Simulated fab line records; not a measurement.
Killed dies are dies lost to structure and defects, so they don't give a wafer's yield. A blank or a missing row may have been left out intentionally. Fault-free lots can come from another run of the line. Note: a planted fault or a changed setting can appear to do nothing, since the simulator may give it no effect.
Which tool was responsible? -- flow sky130 -- Sampling: 15 lots, 45 wafers, 2 of 708 route steps

== WHAT THE GAUGES SHOWED, per wafer ==
SKY_VIA4_BOW_MEAS_03.
lot,measured,on,VIA4_BOW (um)
L746,day 43 10:14,film metro-04,87 90 91
L748,day 43 16:37,film metro-02,96 75 78
L749,day 44 02:55,film metro-02,88 91 84
L751,day 44 10:13,film metro-04,86 68 65
L752,day 44 18:58,film metro-03,79 77 82
L753,day 45 04:29,film metro-02,86 95 94
L754,day 45 12:38,film metro-02,70 82 87
L755,day 45 13:50,film metro-04,77 73 80
L756,day 46 02:55,film metro-03,93 84 95
L758,day 46 10:02,film metro-04,79 76 81
L759,day 46 15:16,film metro-04,72 80 76
L760,day 46 19:35,film metro-04,151 139 140
L761,day 46 21:39,film metro-04,130 144 137
L763,day 47 13:06,film metro-02,127 120 136
L767,day 48 14:22,film metro-03,77 85 80

== EACH LOT AND THE TOOL THAT RAN IT (in order: tool; ch and the chambers of the sampled wafers; start) ==
lot,SKY_VIA4_CMP_02
L746,"cmp-02 ch 0,1,2, day 43 10:01"
L748,"cmp-02 ch 0,2,3, day 43 16:22"
L749,"cmp-01 ch 0,2, day 44 02:35"
L751,"cmp-01 ch 1,2, day 44 09:53"
L752,"cmp-01 ch 1,2, day 44 18:40"
L753,"cmp-02 ch 1,2,3, day 45 04:16"
L754,"cmp-01 ch 0,1,3, day 45 12:23"
L755,"cmp-01 ch 0,1,3, day 45 13:35"
L756,"cmp-02 ch 0,1,2, day 46 02:37"
L758,"cmp-01 ch 0,1,2, day 46 09:50"
L759,"cmp-02 ch 0,2,3, day 46 14:57"
L760,"cmp-01 ch 2,3, day 46 19:17"
L761,"cmp-01 ch 0,1,2, day 46 21:23"
L763,"cmp-02 ch 2,3, day 47 12:47"
L767,"cmp-02 ch 0,1, day 48 14:03"
- SKY_VIA4_CMP_02: polishes SiO2.

== AS READ BY THE TOOLS THEMSELVES (means over the sampled wafers that have a number; for cases with no such wafer, the mark the record gives instead) ==
SKY_VIA4_CMP_02.
lot,tool,edge zone pressure frac,head pressure psi (psi),motor current A (A),slurry filter dp kPa (kPa)
L746,cmp-02,1.001,4.000,11.6,13.46
L748,cmp-02,0.995,4.007,12.5,13.53
L749,cmp-01,0.993,3.992,10.6,13.43
L751,cmp-01,1.007,3.996,12.0,13.62
L752,cmp-01,1.000,3.999,11.8,13.57
L753,cmp-02,0.999,4.001,11.4,13.48
L754,cmp-01,1.003,4.004,10.7,13.58
L755,cmp-01,1.002,4.001,10.7,13.51
L756,cmp-02,0.999,4.005,11.7,13.60
L758,cmp-01,1.000,4.004,11.5,13.48
L759,cmp-02,1.000,4.000,12.7,13.54
L760,cmp-01,-,-,-,-
L761,cmp-01,-,-,-,-
L763,cmp-02,-,-,-,-
L767,cmp-02,1.000,3.998,11.9,13.45

== THE ANSWER, worked out from the rows above alone ==
Rule: what is usual is taken from the lots themselves. The widest of any qualifying gaps counts: lots, ordered by their means at a reading, are off when they make up no more than a third of the lots, leave a main group of 4 or more, and stand apart from it by 3 or more times the standard deviation of that group's means. A main group is skipped when, at the precision printed for the reading in the tables above, its means are all equal. A lot without any number at a reading at which 4 lots or more have one is off too. Where the step has rows for the other lots, those lots are counted as sound. After the gauges, taken in route order, come the tools' own readings; for these a lot's mean is taken, as printed above. The first step at which some lot is off is used, and at that step the reading that is off furthest; a lot without a number counts as furthest.
Off: L760, L761, L763, at SKY_VIA4_BOW_MEAS_03 (VIA4_BOW). Mean 82 um and standard deviation 6 in the main group.
If a tool, at a process step before that reading, ran all the lots that are off and no sound lot after the first of them, it fits. The gauges at SKY_VIA4_BOW_MEAS_03 aren't tried: what is off there is off at SKY_VIA4_CMP_02 too, on other tools, and a gauge's error can't cause that. Not one of the candidates tried fits.

== WHAT THE SIMULATOR PUT IN ==
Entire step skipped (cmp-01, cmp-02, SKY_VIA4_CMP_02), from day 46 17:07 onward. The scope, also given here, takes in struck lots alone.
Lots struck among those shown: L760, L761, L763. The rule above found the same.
